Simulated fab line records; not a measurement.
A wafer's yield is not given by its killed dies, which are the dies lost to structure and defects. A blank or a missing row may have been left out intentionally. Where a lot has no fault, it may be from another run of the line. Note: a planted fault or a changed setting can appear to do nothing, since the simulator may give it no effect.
What tool caused it? || flow sky130 || 13 lots, 39 wafers sampled, at 4 steps of a route of 708

## WHAT EACH GAUGE READ, for each wafer
SKY_POLY_GATE_THK_MEAS_04. Usual: POLY_GATE_CVD_03_THK gives 75.0 nm (standard deviation 0.73).
{"lot": "L282", "measured": "day 15 09:10", "on": "film metro-01", "POLY_GATE_CVD_03_THK (nm)": "74.1 74.8 73.9", "flag": ""}
{"lot": "L281", "measured": "day 15 05:04", "on": "film metro-01", "POLY_GATE_CVD_03_THK (nm)": "74.9 74.9 74.8", "flag": ""}
{"lot": "L294", "measured": "day 20 06:29", "on": "film metro-02", "POLY_GATE_CVD_03_THK (nm)": "73.8 73.9 73.9", "flag": ""}
{"lot": "L295", "measured": "day 20 06:29", "on": "film metro-04", "POLY_GATE_CVD_03_THK (nm)": "74.8 74.8 75.0", "flag": ""}
{"lot": "L296", "measured": "day 21 05:46", "on": "film metro-01", "POLY_GATE_CVD_03_THK (nm)": "74.1 74.4 73.9", "flag": ""}
{"lot": "L297", "measured": "day 21 09:47", "on": "film metro-04", "POLY_GATE_CVD_03_THK (nm)": "75.3 74.8 75.3", "flag": ""}
{"lot": "L299", "measured": "day 21 19:44", "on": "film metro-01", "POLY_GATE_CVD_03_THK (nm)": "75.5 75.2 75.5", "flag": ""}
{"lot": "L300", "measured": "day 22 10:26", "on": "film metro-01", "POLY_GATE_CVD_03_THK (nm)": "75.9 75.2 76.1", "flag": ""}
{"lot": "L302", "measured": "day 22 16:13", "on": "film metro-01", "POLY_GATE_CVD_03_THK (nm)": "75.4 75.5 75.2", "flag": ""}
{"lot": "L303", "measured": "day 22 23:12", "on": "film metro-01", "POLY_GATE_CVD_03_THK (nm)": "74.8 75.0 74.7", "flag": ""}
{"lot": "L304", "measured": "day 24 01:11", "on": "film metro-04", "POLY_GATE_CVD_03_THK (nm)": "75.1 75.2 75.0", "flag": ""}

SKY_POLY_GATE_OVL_MEAS_14. Usual: POLY_GATE_OVL gives 2 nm (standard deviation 4.5).
{"lot": "L282", "measured": "day 16 13:16", "on": "overlay-02", "POLY_GATE_OVL (nm)": "0 -1 -2", "flag": ""}
{"lot": "L281", "measured": "day 16 08:58", "on": "overlay-01", "POLY_GATE_OVL (nm)": "5 4 2", "flag": ""}
{"lot": "L294", "measured": "day 21 11:58", "on": "overlay-02", "POLY_GATE_OVL (nm)": "-3 -3 -4", "flag": ""}
{"lot": "L295", "measured": "day 21 12:05", "on": "overlay-01", "POLY_GATE_OVL (nm)": "6 11 6", "flag": ""}
{"lot": "L296", "measured": "day 22 12:13", "on": "overlay-02", "POLY_GATE_OVL (nm)": "10 5 8", "flag": ""}
{"lot": "L297", "measured": "day 22 16:35", "on": "overlay-01", "POLY_GATE_OVL (nm)": "2 8 4", "flag": ""}
{"lot": "L299", "measured": "day 23 01:40", "on": "overlay-02", "POLY_GATE_OVL (nm)": "2 6 4", "flag": ""}
{"lot": "L300", "measured": "day 23 16:01", "on": "overlay-02", "POLY_GATE_OVL (nm)": "-2 1 1", "flag": ""}
{"lot": "L302", "measured": "day 23 22:46", "on": "overlay-01", "POLY_GATE_OVL (nm)": "2 2 6", "flag": ""}
{"lot": "L303", "measured": "day 24 05:31", "on": "overlay-02", "POLY_GATE_OVL (nm)": "-1 6 -1", "flag": ""}
{"lot": "L304", "measured": "day 25 06:37", "on": "overlay-01", "POLY_GATE_OVL (nm)": "1 0 6", "flag": ""}

## EACH LOT AND THE TOOL THAT RAN IT (in order: tool; ch and the chambers of the sampled wafers; start)
{"lot": "L282", "SKY_VT_ADJUST_PCH_STRIP_09": "plasma asher-01 ch 0,1, day 10 11:41", "SKY_GATE_OXIDE_STRIP_13": "plasma asher-02 ch 0, day 13 22:36"}
{"lot": "L281", "SKY_VT_ADJUST_PCH_STRIP_09": "plasma asher-01 ch 0,1, day 10 12:05", "SKY_GATE_OXIDE_STRIP_13": "plasma asher-02 ch 0,1, day 13 20:14"}
{"lot": "L292", "SKY_VT_ADJUST_PCH_STRIP_09": "plasma asher-01 ch 0, day 13 23:59", "SKY_GATE_OXIDE_STRIP_13": "plasma asher-03 ch 0,1, day 17 17:13"}
{"lot": "L293", "SKY_VT_ADJUST_PCH_STRIP_09": "plasma asher-03 ch 0,1, day 14 08:36", "SKY_GATE_OXIDE_STRIP_13": "plasma asher-03 ch 0,1, day 18 03:31"}
{"lot": "L294", "SKY_VT_ADJUST_PCH_STRIP_09": "plasma asher-03 ch 0, day 14 20:09", "SKY_GATE_OXIDE_STRIP_13": "plasma asher-04 ch 0,1, day 18 14:26"}
{"lot": "L295", "SKY_VT_ADJUST_PCH_STRIP_09": "plasma asher-01 ch 0,1, day 14 20:25", "SKY_GATE_OXIDE_STRIP_13": "plasma asher-04 ch 0,1, day 18 17:29"}
{"lot": "L296", "SKY_VT_ADJUST_PCH_STRIP_09": "plasma asher-02 ch 0,1, day 15 12:14", "SKY_GATE_OXIDE_STRIP_13": "plasma asher-03 ch 0,1, day 19 13:30"}
{"lot": "L297", "SKY_VT_ADJUST_PCH_STRIP_09": "plasma asher-02 ch 0,1, day 15 21:38", "SKY_GATE_OXIDE_STRIP_13": "plasma asher-03 ch 0,1, day 19 22:20"}
{"lot": "L299", "SKY_VT_ADJUST_PCH_STRIP_09": "plasma asher-03 ch 0,1, day 16 07:32", "SKY_GATE_OXIDE_STRIP_13": "plasma asher-03 ch 0,1, day 20 08:38"}
{"lot": "L300", "SKY_VT_ADJUST_PCH_STRIP_09": "plasma asher-01 ch 0, day 16 18:12", "SKY_GATE_OXIDE_STRIP_13": "plasma asher-04 ch 0,1, day 20 21:13"}
{"lot": "L302", "SKY_VT_ADJUST_PCH_STRIP_09": "plasma asher-01 ch 0, day 17 00:56", "SKY_GATE_OXIDE_STRIP_13": "plasma asher-03 ch 0,1, day 21 04:54"}
{"lot": "L303", "SKY_VT_ADJUST_PCH_STRIP_09": "plasma asher-01 ch 0,1, day 17 09:21", "SKY_GATE_OXIDE_STRIP_13": "plasma asher-04 ch 0,1, day 21 11:53"}
{"lot": "L304", "SKY_VT_ADJUST_PCH_STRIP_09": "plasma asher-03 ch 0,1, day 18 09:11", "SKY_GATE_OXIDE_STRIP_13": "plasma asher-03 ch 0,1, day 22 14:54"}
- SKY_VT_ADJUST_PCH_STRIP_09: strips in O2/N2.
- SKY_GATE_OXIDE_STRIP_13: strips in O2/N2.

## AS READ BY THE TOOLS THEMSELVES (means over the sampled wafers that have a number; for cases with no such wafer, the mark the record gives instead)
SKY_VT_ADJUST_PCH_STRIP_09. Usual: chamber pressure mTorr 1500.0 mTorr, standard deviation 1.4; drypump motor current A 6.0 A, standard deviation 0.39; oes product au 0.722 a.u., standard deviation 0.0047; strip time to endpoint s 36.96 s, standard deviation 0.095.
{"lot": "L282", "tool": "plasma asher-01", "chamber pressure mTorr (mTorr)": 1501.9, "drypump motor current A (A)": 6.2, "oes product au (a.u.)": 0.720, "strip time to endpoint s (s)": 36.89, "flag": ""}
{"lot": "L281", "tool": "plasma asher-01", "chamber pressure mTorr (mTorr)": 1500.1, "drypump motor current A (A)": 6.2, "oes product au (a.u.)": 0.719, "strip time to endpoint s (s)": 36.88, "flag": ""}
{"lot": "L292", "tool": "plasma asher-01", "chamber pressure mTorr (mTorr)": 1501.3, "drypump motor current A (A)": 6.7, "oes product au (a.u.)": 0.721, "strip time to endpoint s (s)": 37.01, "flag": ""}
{"lot": "L293", "tool": "plasma asher-03", "chamber pressure mTorr (mTorr)": 1500.0, "drypump motor current A (A)": 5.9, "oes product au (a.u.)": 0.721, "strip time to endpoint s (s)": 37.00, "flag": ""}
{"lot": "L294", "tool": "plasma asher-03", "chamber pressure mTorr (mTorr)": 1498.9, "drypump motor current A (A)": 5.5, "oes product au (a.u.)": 0.725, "strip time to endpoint s (s)": 37.05, "flag": ""}
{"lot": "L295", "tool": "plasma asher-01", "chamber pressure mTorr (mTorr)": 1499.4, "drypump motor current A (A)": 6.2, "oes product au (a.u.)": 0.722, "strip time to endpoint s (s)": 37.00, "flag": ""}
{"lot": "L296", "tool": "plasma asher-02", "chamber pressure mTorr (mTorr)": 1499.3, "drypump motor current A (A)": 5.8, "oes product au (a.u.)": 0.721, "strip time to endpoint s (s)": 36.94, "flag": ""}
{"lot": "L297", "tool": "plasma asher-02", "chamber pressure mTorr (mTorr)": 1499.9, "drypump motor current A (A)": 5.8, "oes product au (a.u.)": 0.721, "strip time to endpoint s (s)": 37.13, "flag": ""}
{"lot": "L299", "tool": "plasma asher-03", "chamber pressure mTorr (mTorr)": 1500.5, "drypump motor current A (A)": 6.0, "oes product au (a.u.)": 0.726, "strip time to endpoint s (s)": 36.91, "flag": ""}
{"lot": "L300", "tool": "plasma asher-01", "chamber pressure mTorr (mTorr)": 1500.2, "drypump motor current A (A)": 6.7, "oes product au (a.u.)": 0.722, "strip time to endpoint s (s)": 36.99, "flag": ""}
{"lot": "L302", "tool": "plasma asher-01", "chamber pressure mTorr (mTorr)": 1502.0, "drypump motor current A (A)": 6.7, "oes product au (a.u.)": 0.719, "strip time to endpoint s (s)": 36.93, "flag": ""}
{"lot": "L303", "tool": "plasma asher-01", "chamber pressure mTorr (mTorr)": 1500.6, "drypump motor current A (A)": 6.4, "oes product au (a.u.)": 0.723, "strip time to endpoint s (s)": 36.91, "flag": ""}
{"lot": "L304", "tool": "plasma asher-03", "chamber pressure mTorr (mTorr)": 1500.8, "drypump motor current A (A)": 5.8, "oes product au (a.u.)": 0.722, "strip time to endpoint s (s)": 37.06, "flag": ""}

SKY_GATE_OXIDE_STRIP_13. Usual: chamber pressure mTorr 1499.8 mTorr, standard deviation 1.3; drypump motor current A 5.9 A, standard deviation 0.34; oes product au 0.715 a.u., standard deviation 0.0044; strip time to endpoint s 14.18 s, standard deviation 0.041.
{"lot": "L282", "tool": "plasma asher-02", "chamber pressure mTorr (mTorr)": 1502.1, "drypump motor current A (A)": 6.0, "oes product au (a.u.)": 0.717, "strip time to endpoint s (s)": 14.17, "flag": ""}
{"lot": "L281", "tool": "plasma asher-02", "chamber pressure mTorr (mTorr)": 1500.6, "drypump motor current A (A)": 6.0, "oes product au (a.u.)": 0.717, "strip time to endpoint s (s)": 14.22, "flag": ""}
{"lot": "L292", "tool": "plasma asher-03", "chamber pressure mTorr (mTorr)": "-", "drypump motor current A (A)": "-", "oes product au (a.u.)": "-", "strip time to endpoint s (s)": "-", "flag": "OFF"}
{"lot": "L293", "tool": "plasma asher-03", "chamber pressure mTorr (mTorr)": "-", "drypump motor current A (A)": "-", "oes product au (a.u.)": "-", "strip time to endpoint s (s)": "-", "flag": "OFF"}
{"lot": "L294", "tool": "plasma asher-04", "chamber pressure mTorr (mTorr)": 1498.7, "drypump motor current A (A)": 5.7, "oes product au (a.u.)": 0.719, "strip time to endpoint s (s)": 14.21, "flag": ""}
{"lot": "L295", "tool": "plasma asher-04", "chamber pressure mTorr (mTorr)": 1500.1, "drypump motor current A (A)": 5.7, "oes product au (a.u.)": 0.713, "strip time to endpoint s (s)": 14.16, "flag": ""}
{"lot": "L296", "tool": "plasma asher-03", "chamber pressure mTorr (mTorr)": 1499.6, "drypump motor current A (A)": 5.7, "oes product au (a.u.)": 0.715, "strip time to endpoint s (s)": 14.16, "flag": ""}
{"lot": "L297", "tool": "plasma asher-03", "chamber pressure mTorr (mTorr)": 1500.0, "drypump motor current A (A)": 5.9, "oes product au (a.u.)": 0.718, "strip time to endpoint s (s)": 14.17, "flag": ""}
{"lot": "L299", "tool": "plasma asher-03", "chamber pressure mTorr (mTorr)": 1499.7, "drypump motor current A (A)": 5.9, "oes product au (a.u.)": 0.709, "strip time to endpoint s (s)": 14.12, "flag": ""}
{"lot": "L300", "tool": "plasma asher-04", "chamber pressure mTorr (mTorr)": 1499.3, "drypump motor current A (A)": 5.7, "oes product au (a.u.)": 0.715, "strip time to endpoint s (s)": 14.20, "flag": ""}
{"lot": "L302", "tool": "plasma asher-03", "chamber pressure mTorr (mTorr)": 1499.0, "drypump motor current A (A)": 5.8, "oes product au (a.u.)": 0.715, "strip time to endpoint s (s)": 14.15, "flag": ""}
{"lot": "L303", "tool": "plasma asher-04", "chamber pressure mTorr (mTorr)": 1499.7, "drypump motor current A (A)": 6.1, "oes product au (a.u.)": 0.715, "strip time to endpoint s (s)": 14.15, "flag": ""}
{"lot": "L304", "tool": "plasma asher-03", "chamber pressure mTorr (mTorr)": 1499.6, "drypump motor current A (A)": 5.7, "oes product au (a.u.)": 0.716, "strip time to endpoint s (s)": 14.20, "flag": ""}

## THE ANSWER, worked out from the rows above alone
Rule: a lot counts as off when the mean over its wafers that have a number is more than 3 standard deviations away from the usual mean. Also off: a lot with no number at a reading for which 4 or more lots have one. Any other lot the step has rows for is counted as sound. Order of review: gauges by route order, followed by the tools' own readings, for which a lot's mean as printed above is used. The first step at which some lot is off is used, and at that step the reading that is off furthest; a lot without a number counts as furthest.
Off: L292, L293 (SKY_GATE_OXIDE_STRIP_13, chamber pressure mTorr). Without a number there: L292, L293.
A tool fits if, at that step or a process step before it, it ran every lot that is off, and no sound lot after the first of them. None of those tried fits.

## WHAT WAS PUT IN BY THE SIMULATOR
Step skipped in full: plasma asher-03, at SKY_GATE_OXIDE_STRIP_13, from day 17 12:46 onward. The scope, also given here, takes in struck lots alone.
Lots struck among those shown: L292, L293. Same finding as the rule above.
